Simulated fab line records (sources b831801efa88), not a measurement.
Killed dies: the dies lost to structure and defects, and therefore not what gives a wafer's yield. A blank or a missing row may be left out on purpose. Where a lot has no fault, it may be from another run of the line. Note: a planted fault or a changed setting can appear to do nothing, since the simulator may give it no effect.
Which tool did it? || flow gf180mcu || 13 lots with 39 wafers sampled at 3 steps, on a route of 602 steps

WHAT EACH GAUGE READ, for each wafer
GF_HV_LDD_TW_MEAS_38.
{"lot": "L187", "measured": "day 11 17:25", "on": "film-metro-02", "HV_LDD_3_TW": "1434 1429 1422"}
{"lot": "L188", "measured": "day 11 19:52", "on": "film-metro-01", "HV_LDD_3_TW": "1434 1443 1439"}
{"lot": "L189", "measured": "day 12 06:20", "on": "film-metro-04", "HV_LDD_3_TW": "1408 1404 1402"}
{"lot": "L190", "measured": "day 12 11:27", "on": "film-metro-01", "HV_LDD_3_TW": "1439 1432 1421"}
{"lot": "L191", "measured": "day 12 21:39", "on": "film-metro-02", "HV_LDD_3_TW": "1432 1435 1434"}
{"lot": "L194", "measured": "day 14 00:13", "on": "film-metro-01", "HV_LDD_3_TW": "1434 1437 1430"}
{"lot": "L195", "measured": "day 14 05:11", "on": "film-metro-02", "HV_LDD_3_TW": "1427 1421 1423"}
{"lot": "L196", "measured": "day 14 18:04", "on": "film-metro-04", "HV_LDD_3_TW": "1388 1397 1396"}
{"lot": "L197", "measured": "day 15 00:07", "on": "film-metro-04", "HV_LDD_3_TW": "1382 1381 1381"}
{"lot": "L204", "measured": "day 17 09:58", "on": "film-metro-01", "HV_LDD_3_TW": "1432 1437 1442"}
{"lot": "L207", "measured": "day 18 03:51", "on": "film-metro-04", "HV_LDD_3_TW": "1417 1416 1418"}
{"lot": "L206", "measured": "day 18 06:02", "on": "film-metro-01", "HV_LDD_3_TW": "1435 1440 1434"}
{"lot": "L210", "measured": "day 19 07:28", "on": "film-metro-04", "HV_LDD_3_TW": "1414 1408 1414"}

GF_HV_LDD_RS_MEAS_53: the measuring method here is four-point-probe.
{"lot": "L187", "measured": "day 12 12:35", "on": "film-metro-02", "HV_LDD_RS (ohm/sq)": "418.4 419.3 418.8"}
{"lot": "L188", "measured": "day 12 15:30", "on": "film-metro-04", "HV_LDD_RS (ohm/sq)": "418.8 418.7 419.2"}
{"lot": "L189", "measured": "day 13 01:59", "on": "film-metro-04", "HV_LDD_RS (ohm/sq)": "419.0 417.7 417.7"}
{"lot": "L190", "measured": "day 13 08:05", "on": "film-metro-02", "HV_LDD_RS (ohm/sq)": "417.8 417.7 418.2"}
{"lot": "L191", "measured": "day 13 18:16", "on": "film-metro-01", "HV_LDD_RS (ohm/sq)": "417.9 417.4 417.8"}
{"lot": "L194", "measured": "day 14 20:51", "on": "film-metro-04", "HV_LDD_RS (ohm/sq)": "417.4 417.9 417.1"}
{"lot": "L195", "measured": "day 15 01:47", "on": "film-metro-02", "HV_LDD_RS (ohm/sq)": "417.1 417.9 418.0"}
{"lot": "L196", "measured": "day 15 16:02", "on": "film-metro-04", "HV_LDD_RS (ohm/sq)": "423.4 424.2 423.6"}
{"lot": "L197", "measured": "day 15 22:20", "on": "film-metro-02", "HV_LDD_RS (ohm/sq)": "422.4 422.9 422.4"}
{"lot": "L204", "measured": "day 18 09:56", "on": "film-metro-01", "HV_LDD_RS (ohm/sq)": "417.3 418.4 417.6"}
{"lot": "L207", "measured": "day 19 04:19", "on": "film-metro-02", "HV_LDD_RS (ohm/sq)": "416.7 418.6 416.9"}
{"lot": "L206", "measured": "day 19 06:14", "on": "film-metro-01", "HV_LDD_RS (ohm/sq)": "417.8 417.7 417.1"}
{"lot": "L210", "measured": "day 20 08:32", "on": "film-metro-04", "HV_LDD_RS (ohm/sq)": "419.7 418.6 418.4"}

EACH LOT AND THE TOOL THAT RAN IT (in order: tool; ch and the chambers of the sampled wafers; start)
{"lot": "L187", "GF_HV_LDD_IMPLANT_35": "implanter-01 ch 0, day 11 17:02"}
{"lot": "L188", "GF_HV_LDD_IMPLANT_35": "implanter-03 ch 0, day 11 19:29"}
{"lot": "L189", "GF_HV_LDD_IMPLANT_35": "implanter-04 ch 0, day 12 05:56"}
{"lot": "L190", "GF_HV_LDD_IMPLANT_35": "implanter-03 ch 0, day 12 11:05"}
{"lot": "L191", "GF_HV_LDD_IMPLANT_35": "implanter-01 ch 0, day 12 21:16"}
{"lot": "L194", "GF_HV_LDD_IMPLANT_35": "implanter-04 ch 0, day 13 23:51"}
{"lot": "L195", "GF_HV_LDD_IMPLANT_35": "implanter-04 ch 0, day 14 04:48"}
{"lot": "L196", "GF_HV_LDD_IMPLANT_35": "implanter-01 ch 0, day 14 17:41"}
{"lot": "L197", "GF_HV_LDD_IMPLANT_35": "implanter-01 ch 0, day 14 23:45"}
{"lot": "L204", "GF_HV_LDD_IMPLANT_35": "implanter-04 ch 0, day 17 09:37"}
{"lot": "L207", "GF_HV_LDD_IMPLANT_35": "implanter-03 ch 0, day 18 03:28"}
{"lot": "L206", "GF_HV_LDD_IMPLANT_35": "implanter-01 ch 0, day 18 05:38"}
{"lot": "L210", "GF_HV_LDD_IMPLANT_35": "implanter-03 ch 0, day 19 07:03"}
- GF_HV_LDD_IMPLANT_35

WHAT THE TOOLS THEMSELVES READ (means of the sampled wafers that have a number; where no wafer has one, the mark that the record gives instead)
GF_HV_LDD_IMPLANT_35.
{"lot": "L187", "tool": "implanter-01", "beam-on-s (s)": 9.97, "faraday-current-uA": 42.4}
{"lot": "L188", "tool": "implanter-03", "beam-on-s (s)": 10.09, "faraday-current-uA": 42.0}
{"lot": "L189", "tool": "implanter-04", "beam-on-s (s)": 10.04, "faraday-current-uA": 42.1}
{"lot": "L190", "tool": "implanter-03", "beam-on-s (s)": 10.10, "faraday-current-uA": 42.0}
{"lot": "L191", "tool": "implanter-01", "beam-on-s (s)": 10.00, "faraday-current-uA": 42.3}
{"lot": "L194", "tool": "implanter-04", "beam-on-s (s)": 9.86, "faraday-current-uA": 43.0}
{"lot": "L195", "tool": "implanter-04", "beam-on-s (s)": 9.96, "faraday-current-uA": 42.4}
{"lot": "L196", "tool": "implanter-01", "beam-on-s (s)": 7.77, "faraday-current-uA": 54.4}
{"lot": "L197", "tool": "implanter-01", "beam-on-s (s)": 7.79, "faraday-current-uA": 54.2}
{"lot": "L204", "tool": "implanter-04", "beam-on-s (s)": 10.02, "faraday-current-uA": 42.2}
{"lot": "L207", "tool": "implanter-03", "beam-on-s (s)": 10.11, "faraday-current-uA": 41.9}
{"lot": "L206", "tool": "implanter-01", "beam-on-s (s)": 9.99, "faraday-current-uA": 42.3}
{"lot": "L210", "tool": "implanter-03", "beam-on-s (s)": 9.92, "faraday-current-uA": 42.6}

THE ANSWER, worked out from the rows above alone
Rule: what is usual is taken from the lots themselves. The widest of any qualifying gaps counts: lots, ordered by their means at a reading, are off when they make up no more than a third of the lots, leave a main group of 4 or more, and stand apart from it by 3 or more times the standard deviation of that group's means. If all means in a main group match to the digits the tables above print for the reading, that group is not used. A lot without any number at a reading at which 4 lots or more have one is off too. Any other lot the step has rows for is counted as sound. After the gauges, taken in route order, come the tools' own readings; for these a lot's mean is taken, as printed above. At the first step where some lot is off, the reading lying furthest off is the one used; lots without a number count as furthest.
Off: L196, L197, at GF_HV_LDD_RS_MEAS_53 (HV_LDD_RS). For the main group the mean is 418.0 ohm/sq and the standard deviation 0.56.
A tool fits if, at a process step before that reading, it ran every lot that is off, and no sound lot after the first of them. Not tried: the gauges at GF_HV_LDD_RS_MEAS_53; whatever is off there is also off at GF_HV_LDD_IMPLANT_35, on other tools, and gauge error can't account for it. None of those tried fits.

WHAT THE SIMULATOR HAD INSERTED
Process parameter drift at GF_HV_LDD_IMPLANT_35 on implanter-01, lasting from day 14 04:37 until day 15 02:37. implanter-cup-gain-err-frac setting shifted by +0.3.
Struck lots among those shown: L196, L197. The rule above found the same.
